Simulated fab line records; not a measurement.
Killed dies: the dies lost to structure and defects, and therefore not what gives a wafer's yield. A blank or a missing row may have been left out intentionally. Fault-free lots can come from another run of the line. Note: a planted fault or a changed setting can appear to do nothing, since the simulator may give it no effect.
The tool behind it: which one? / flow sky130 / Sampling: 10 lots, 30 wafers, 5 of 708 route steps

== WHAT THE GAUGES SHOWED, per wafer ==
SKY_CONTACT_RS_MEAS_25: measures by four-point-probe. Usual: for CONTACT_W_RS the level is 0.338 ohm/sq and the standard deviation is 0.0046.
lot=L573; measured=day 32 23:04; on=filmMetro-04; CONTACT_W_RS (ohm/sq)=0.342 0.332 0.334; flag=
lot=L574; measured=day 33 08:22; on=filmMetro-03; CONTACT_W_RS (ohm/sq)=0.307 0.308 0.306 0.307 0.308 0.306; flag=OFF
lot=L578; measured=day 34 12:06; on=filmMetro-03; CONTACT_W_RS (ohm/sq)=0.306 0.297 0.298 0.306 0.297 0.298; flag=OFF
lot=L583; measured=day 36 00:38; on=filmMetro-03; CONTACT_W_RS (ohm/sq)=0.335 0.337 0.338; flag=
lot=L584; measured=day 36 17:08; on=filmMetro-03; CONTACT_W_RS (ohm/sq)=0.339 0.342 0.333; flag=
lot=L586; measured=day 37 08:37; on=filmMetro-04; CONTACT_W_RS (ohm/sq)=0.343 0.339 0.341; flag=
lot=L587; measured=day 37 12:30; on=filmMetro-04; CONTACT_W_RS (ohm/sq)=0.327 0.339 0.331; flag=
lot=L589; measured=day 38 13:27; on=filmMetro-01; CONTACT_W_RS (ohm/sq)=0.341 0.333 0.345; flag=
lot=L591; measured=day 38 21:47; on=filmMetro-03; CONTACT_W_RS (ohm/sq)=0.339 0.340 0.348; flag=
lot=L592; measured=day 39 04:14; on=filmMetro-03; CONTACT_W_RS (ohm/sq)=0.342 0.340 0.342; flag=

SKY_CONTACT_THK_MEAS_26: measures by xrf. Usual: for CONTACT_W_THK the level is 336 nm and the standard deviation is 4.9.
lot=L573; measured=day 32 23:11; on=filmMetro-04; CONTACT_W_THK (nm)=332 345 339; flag=
lot=L574; measured=day 33 10:19; on=filmMetro-03; CONTACT_W_THK (nm)=361 363 362 362 360 365; flag=OFF
lot=L578; measured=day 34 16:15; on=filmMetro-03; CONTACT_W_THK (nm)=375 386 383 376 386 383; flag=OFF
lot=L583; measured=day 36 00:45; on=filmMetro-03; CONTACT_W_THK (nm)=337 336 335; flag=
lot=L584; measured=day 36 17:15; on=filmMetro-03; CONTACT_W_THK (nm)=334 330 339; flag=
lot=L586; measured=day 37 08:44; on=filmMetro-04; CONTACT_W_THK (nm)=332 335 335; flag=
lot=L587; measured=day 37 12:37; on=filmMetro-04; CONTACT_W_THK (nm)=349 337 346; flag=
lot=L589; measured=day 38 13:34; on=filmMetro-01; CONTACT_W_THK (nm)=334 339 328; flag=
lot=L591; measured=day 38 21:54; on=filmMetro-03; CONTACT_W_THK (nm)=334 335 326; flag=
lot=L592; measured=day 39 04:21; on=filmMetro-03; CONTACT_W_THK (nm)=330 332 332; flag=

== TOOL THAT RAN EACH LOT (tool first, then ch and the chambers of the sampled wafers, then the start) ==
lot=L573; SKY_LI_CONTACT_SPUTTER_20=pvdSputter-01, day 30 12:58; SKY_CONTACT_SPUTTER_23=pvdSputter-03, day 32 22:53; SKY_CONTACT_CVD_24=cvdW-01 ch 0,1, day 32 22:57
lot=L574; SKY_LI_CONTACT_SPUTTER_20=pvdSputter-03, day 30 22:35; SKY_CONTACT_SPUTTER_23=pvdSputter-04, day 33 08:11; SKY_CONTACT_CVD_24=cvdW-01 ch 1, day 33 08:15
lot=L578; SKY_LI_CONTACT_SPUTTER_20=pvdSputter-01, day 32 03:31; SKY_CONTACT_SPUTTER_23=pvdSputter-04, day 34 11:55; SKY_CONTACT_CVD_24=cvdW-01 ch 0,1, day 34 11:58
lot=L583; SKY_LI_CONTACT_SPUTTER_20=pvdSputter-03, day 33 16:56; SKY_CONTACT_SPUTTER_23=pvdSputter-02, day 36 00:27; SKY_CONTACT_CVD_24=cvdW-02 ch 0,1, day 36 00:31
lot=L584; SKY_LI_CONTACT_SPUTTER_20=pvdSputter-04, day 34 08:20; SKY_CONTACT_SPUTTER_23=pvdSputter-04, day 36 16:57; SKY_CONTACT_CVD_24=cvdW-02 ch 0,1, day 36 17:01
lot=L586; SKY_LI_CONTACT_SPUTTER_20=pvdSputter-04, day 35 01:17; SKY_CONTACT_SPUTTER_23=pvdSputter-04, day 37 08:27; SKY_CONTACT_CVD_24=cvdW-01 ch 0,1, day 37 08:31
lot=L587; SKY_LI_CONTACT_SPUTTER_20=pvdSputter-03, day 35 04:27; SKY_CONTACT_SPUTTER_23=pvdSputter-04, day 37 12:19; SKY_CONTACT_CVD_24=cvdW-01 ch 0,1, day 37 12:22
lot=L589; SKY_LI_CONTACT_SPUTTER_20=pvdSputter-04, day 36 05:34; SKY_CONTACT_SPUTTER_23=pvdSputter-02, day 38 13:16; SKY_CONTACT_CVD_24=cvdW-01 ch 0,1, day 38 13:20
lot=L591; SKY_LI_CONTACT_SPUTTER_20=pvdSputter-01, day 36 15:16; SKY_CONTACT_SPUTTER_23=pvdSputter-04, day 38 21:36; SKY_CONTACT_CVD_24=cvdW-01 ch 0,1, day 38 21:40
lot=L592; SKY_LI_CONTACT_SPUTTER_20=pvdSputter-04, day 36 23:02; SKY_CONTACT_SPUTTER_23=pvdSputter-04, day 39 04:03; SKY_CONTACT_CVD_24=cvdW-01 ch 1, day 39 04:07
- SKY_LI_CONTACT_SPUTTER_20: material TiN, target thk 20 nm, time 80 s.
- SKY_CONTACT_SPUTTER_23: material TiN, target thk 20 nm, time 80 s.
- SKY_CONTACT_CVD_24: deposits W, target thk 340 nm, time 102.12 s.

== AS READ BY THE TOOLS THEMSELVES (means over the sampled wafers that have a number; for cases with no such wafer, the mark the record gives instead) ==
SKY_LI_CONTACT_SPUTTER_20. Usual: cathodeDcPowerW 4000.0 W, standard deviation 0.67; throttleValvePct 29.9 %, standard deviation 1.2.
lot=L573; tool=pvdSputter-01; cathodeDcPowerW (W)=4000.4; throttleValvePct (%)=29.4; flag=
lot=L574; tool=pvdSputter-03; cathodeDcPowerW (W)=4000.3; throttleValvePct (%)=30.4; flag=
lot=L578; tool=pvdSputter-01; cathodeDcPowerW (W)=4000.1; throttleValvePct (%)=28.3; flag=
lot=L583; tool=pvdSputter-03; cathodeDcPowerW (W)=3999.7; throttleValvePct (%)=29.9; flag=
lot=L584; tool=pvdSputter-04; cathodeDcPowerW (W)=3999.7; throttleValvePct (%)=30.0; flag=
lot=L586; tool=pvdSputter-04; cathodeDcPowerW (W)=4000.3; throttleValvePct (%)=31.0; flag=
lot=L587; tool=pvdSputter-03; cathodeDcPowerW (W)=4000.4; throttleValvePct (%)=29.5; flag=
lot=L589; tool=pvdSputter-04; cathodeDcPowerW (W)=3999.7; throttleValvePct (%)=28.7; flag=
lot=L591; tool=pvdSputter-01; cathodeDcPowerW (W)=4000.0; throttleValvePct (%)=29.2; flag=
lot=L592; tool=pvdSputter-04; cathodeDcPowerW (W)=3999.7; throttleValvePct (%)=29.7; flag=

SKY_CONTACT_SPUTTER_23. Usual: cathodeDcPowerW 4000.0 W, standard deviation 0.76; throttleValvePct 30.0 %, standard deviation 1.1.
lot=L573; tool=pvdSputter-03; cathodeDcPowerW (W)=4000.2; throttleValvePct (%)=29.8; flag=
lot=L574; tool=pvdSputter-04; cathodeDcPowerW (W)=4000.2; throttleValvePct (%)=30.6; flag=
lot=L578; tool=pvdSputter-04; cathodeDcPowerW (W)=3999.8; throttleValvePct (%)=29.3; flag=
lot=L583; tool=pvdSputter-02; cathodeDcPowerW (W)=4000.4; throttleValvePct (%)=30.0; flag=
lot=L584; tool=pvdSputter-04; cathodeDcPowerW (W)=3999.4; throttleValvePct (%)=30.2; flag=
lot=L586; tool=pvdSputter-04; cathodeDcPowerW (W)=4000.1; throttleValvePct (%)=30.2; flag=
lot=L587; tool=pvdSputter-04; cathodeDcPowerW (W)=4000.5; throttleValvePct (%)=30.5; flag=
lot=L589; tool=pvdSputter-02; cathodeDcPowerW (W)=4000.3; throttleValvePct (%)=29.4; flag=
lot=L591; tool=pvdSputter-04; cathodeDcPowerW (W)=4000.4; throttleValvePct (%)=29.6; flag=
lot=L592; tool=pvdSputter-04; cathodeDcPowerW (W)=3999.9; throttleValvePct (%)=31.0; flag=

SKY_CONTACT_CVD_24. Usual: heaterPowerW 895 W, standard deviation 48; susceptorTempC 399.98 C, standard deviation 0.21.
lot=L573; tool=cvdW-01; heaterPowerW (W)=925; susceptorTempC (C)=399.95; flag=
lot=L574; tool=cvdW-01; heaterPowerW (W)=930; susceptorTempC (C)=399.93; flag=
lot=L578; tool=cvdW-01; heaterPowerW (W)=921; susceptorTempC (C)=399.98; flag=
lot=L583; tool=cvdW-02; heaterPowerW (W)=863; susceptorTempC (C)=399.86; flag=
lot=L584; tool=cvdW-02; heaterPowerW (W)=879; susceptorTempC (C)=400.03; flag=
lot=L586; tool=cvdW-01; heaterPowerW (W)=905; susceptorTempC (C)=399.66; flag=
lot=L587; tool=cvdW-01; heaterPowerW (W)=941; susceptorTempC (C)=400.21; flag=
lot=L589; tool=cvdW-01; heaterPowerW (W)=929; susceptorTempC (C)=400.01; flag=
lot=L591; tool=cvdW-01; heaterPowerW (W)=922; susceptorTempC (C)=399.91; flag=
lot=L592; tool=cvdW-01; heaterPowerW (W)=925; susceptorTempC (C)=399.99; flag=

== THE ANSWER, worked out from the rows above alone ==
Rule: a lot is off if the mean of its wafers that have a number lies more than 3 standard deviations from the usual mean. Also off: a lot with no number at a reading for which 4 or more lots have one. All remaining lots with rows at the step are treated as sound. After the gauges, taken in route order, come the tools' own readings; for these a lot's mean is taken, as printed above. At the first step where some lot is off, the reading lying furthest off is the one used; lots without a number count as furthest.
Off: L574, L578, at SKY_CONTACT_RS_MEAS_25 (CONTACT_W_RS).
If a tool, at a process step before that reading, ran all the lots that are off and no sound lot after the first of them, it fits. Those tools and the gauges at SKY_CONTACT_RS_MEAS_25 are tried in the same way. Of those tried, none fits.

== WHAT WAS PUT IN BY THE SIMULATOR ==
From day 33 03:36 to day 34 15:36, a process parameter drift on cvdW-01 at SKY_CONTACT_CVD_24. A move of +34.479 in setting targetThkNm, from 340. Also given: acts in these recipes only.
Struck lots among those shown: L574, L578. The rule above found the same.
